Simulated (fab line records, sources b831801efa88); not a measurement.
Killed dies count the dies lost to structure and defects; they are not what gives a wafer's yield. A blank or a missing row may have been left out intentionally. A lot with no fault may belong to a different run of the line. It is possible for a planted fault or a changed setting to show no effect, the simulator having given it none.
2 desks, one fault -- flow gf180mcu -- each desk holds nothing but its own numbers, with what lay behind them at the end

## DESK OF THE TOOL OWNER: implanter-03
For each lot that ran on this tool, the mean over its sampled wafers that have a number, from the tool's own readings at GF_VT_IMPLANT_IMPLANT_41. Any lot whose mean is over 4 standard deviations away from the usual mean is out of limits and marked OUT; that distance is given in the brackets.
Columns: A = beam energy keV at GF_VT_IMPLANT_IMPLANT_41, usual 70.000; B = tilt deg at GF_VT_IMPLANT_IMPLANT_41, usual 6.995 degrees
lot,first seen here,A,B
L341,day 8 17:52,70.003,6.987
L345,day 9 17:29,80.167 (+99 or more) OUT,6.986
L346,day 10 02:05,80.204 (+99 or more) OUT,6.982
L358,day 13 09:38,69.995,6.990
L361,day 14 12:09,70.026,6.989
This desk's finding: out of limits on L345, L346; first on L345, day 9 17:29 (beam energy keV at GF_VT_IMPLANT_IMPLANT_41). Within limits: L341, L358, L361.

## THE METROLOGY DESK
What the gauges read for every lot (on any tool): the sampled wafers with a number, averaged. Any lot whose mean is over 4 standard deviations away from the usual mean is out of limits and marked OUT; that distance is given in the brackets.
Columns: A = STI_OXIDATION_01_THK at GF_STI_THK_MEAS_22, usual 15.0 nm; B = MVSD_TW at GF_MVSD_TW_MEAS_11, usual 1578; C = VT_IMPLANT_4_TW at GF_VT_IMPLANT_TW_MEAS_43, usual 691; D = HV_LDD_4_TW at GF_HV_LDD_TW_MEAS_50, usual 571
lot,first seen here,A,B,C,D
L338,day 2 03:43,14.8,1579,690,577
L340,day 2 18:47,15.0,1570,694,567
L341,day 2 21:47,14.8,1570,688,567
L345,day 3 17:32,15.5,1593,714 (+4.3) OUT,570
L346,day 3 23:17,15.1,1567,726 (+6.5) OUT,568
L348,day 4 07:35,14.7,1576,689,574
L354,day 5 13:19,15.2,1571,686,564
L355,day 5 19:02,15.3,1576,689,576
L356,day 6 01:32,14.2,1580,700,566
L357,day 6 05:29,14.7,1572,688,571
L358,day 6 12:38,14.6,1579,689,574
L359,day 6 16:14,14.9,1598,685,568
L360,day 7 00:28,15.0,1568,686,575
L361,day 7 06:29,15.5,1574,699,576
This desk reports L345, L346 out of limits; the earliest was L345 at day 9 17:44 (VT_IMPLANT_4_TW at GF_VT_IMPLANT_TW_MEAS_43). Within limits: L338, L340, L341, L348, L354, L355, L356, L357, L358, L359, L360, L361.

## TAKEN TOGETHER
At day 9 17:29, on L345, L346, the tool owner's desk was in a position to raise an alarm.
At day 9 17:44 the metrology desk could have sounded an alarm, on L345, L346.
On implanter-03, each named lot ran GF_VT_IMPLANT_IMPLANT_41.

## WHAT HAD BEEN PUT IN BY THE SIMULATOR
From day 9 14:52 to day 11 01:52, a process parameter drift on implanter-03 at GF_VT_IMPLANT_IMPLANT_41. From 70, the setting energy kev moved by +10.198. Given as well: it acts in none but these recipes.
Lots struck among those shown: L345, L346.
Delay (hours) between the fault's onset and each desk's first out-of-limits reading: 3 at the tool owner's desk, 3 at the metrology desk.
